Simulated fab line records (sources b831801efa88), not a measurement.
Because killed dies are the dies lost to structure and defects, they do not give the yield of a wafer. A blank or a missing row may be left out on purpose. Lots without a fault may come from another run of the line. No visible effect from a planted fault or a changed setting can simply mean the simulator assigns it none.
Matching of chambers :: flow gf180mcu :: GF_CONTACT_CMP_04 on cmp-01 has 4 sister chambers
The step polishes SiO2. 14 wafers are shown with their chamber, then 7 later ones without.

EACH WAFER AND ITS CHAMBER
wafer: L074.2
chamber: 2
motor_current_A (A): 13.8
time_to_endpoint_s (s): 107

wafer: L074.3
chamber: 0
motor_current_A (A): 12.4
time_to_endpoint_s (s): 113

wafer: L074.5
chamber: 2
motor_current_A (A): 13.6
time_to_endpoint_s (s): 113

wafer: L078.1
chamber: 1
motor_current_A (A): 10.6
time_to_endpoint_s (s): 106

wafer: L078.2
chamber: 0
motor_current_A (A): 13.1
time_to_endpoint_s (s): 109

wafer: L078.3
chamber: 2
motor_current_A (A): 12.9
time_to_endpoint_s (s): 105

wafer: L078.4
chamber: 3
motor_current_A (A): 10.9
time_to_endpoint_s (s): 110

wafer: L078.5
chamber: 0
motor_current_A (A): 12.2
time_to_endpoint_s (s): 116

wafer: L078.6
chamber: 1
motor_current_A (A): 10.8
time_to_endpoint_s (s): 111

wafer: L082.2
chamber: 1
motor_current_A (A): 10.5
time_to_endpoint_s (s): 103

wafer: L082.4
chamber: 0
motor_current_A (A): 12.3
time_to_endpoint_s (s): 110

wafer: L082.6
chamber: 0
motor_current_A (A): 12.8
time_to_endpoint_s (s): 111

wafer: L092.1
chamber: 1
motor_current_A (A): 10.7
time_to_endpoint_s (s): 106

wafer: L092.2
chamber: 2
motor_current_A (A): 12.8
time_to_endpoint_s (s): 104

SIGNATURES, as means of the wafers listed above
reading: motor_current_A
chamber 0: 12.560
chamber 1: 10.650
chamber 2: 13.275
chamber 3: 10.900
scatter within a chamber: 0.37

reading: time_to_endpoint_s
chamber 0: 111.80
chamber 1: 106.50
chamber 2: 107.25
chamber 3: 110.00
scatter within a chamber: 3.35
Rule: distance of a wafer from a chamber = root of the sum over the readings of ((wafer's reading minus chamber's mean) / reading's scatter) squared. The wafer belongs to the nearest chamber; if the next one is less than 2 further off, it can't be placed. The scatter: take each reading less its chamber's mean, square it, sum over the shown wafers, divide by the number of wafers less the number of chambers, and take the root.

WAFERS WHOSE CHAMBER IS MISSING
wafer: L092.3
motor_current_A (A): 10.5
time_to_endpoint_s (s): 103

wafer: L093.1
motor_current_A (A): 11.0
time_to_endpoint_s (s): 103

wafer: L093.2
motor_current_A (A): 13.0
time_to_endpoint_s (s): 103

wafer: L093.4
motor_current_A (A): 14.3
time_to_endpoint_s (s): 100

wafer: L097.1
motor_current_A (A): 12.8
time_to_endpoint_s (s): 107

wafer: L097.2
motor_current_A (A): 11.2
time_to_endpoint_s (s): 108

wafer: L097.5
motor_current_A (A): 12.5
time_to_endpoint_s (s): 105

WHICH CHAMBER EACH ONE RAN IN
wafer: L092.3
from the rows above: can't be placed: 1 or 3
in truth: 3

wafer: L093.1
from the rows above: can't be placed: 1 or 3
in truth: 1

wafer: L093.2
from the rows above: can't be placed: 2 or 0
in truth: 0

wafer: L093.4
from the rows above: 2
in truth: 2

wafer: L097.1
from the rows above: can't be placed: 2 or 0
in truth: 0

wafer: L097.2
from the rows above: can't be placed: 3 or 1
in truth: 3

wafer: L097.5
from the rows above: can't be placed: 0 or 2
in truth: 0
Correctly placed: 1 of 7. Cannot be placed on the basis of these rows: 6; the candidates contain the true chamber in 6. 0 placed wrongly.
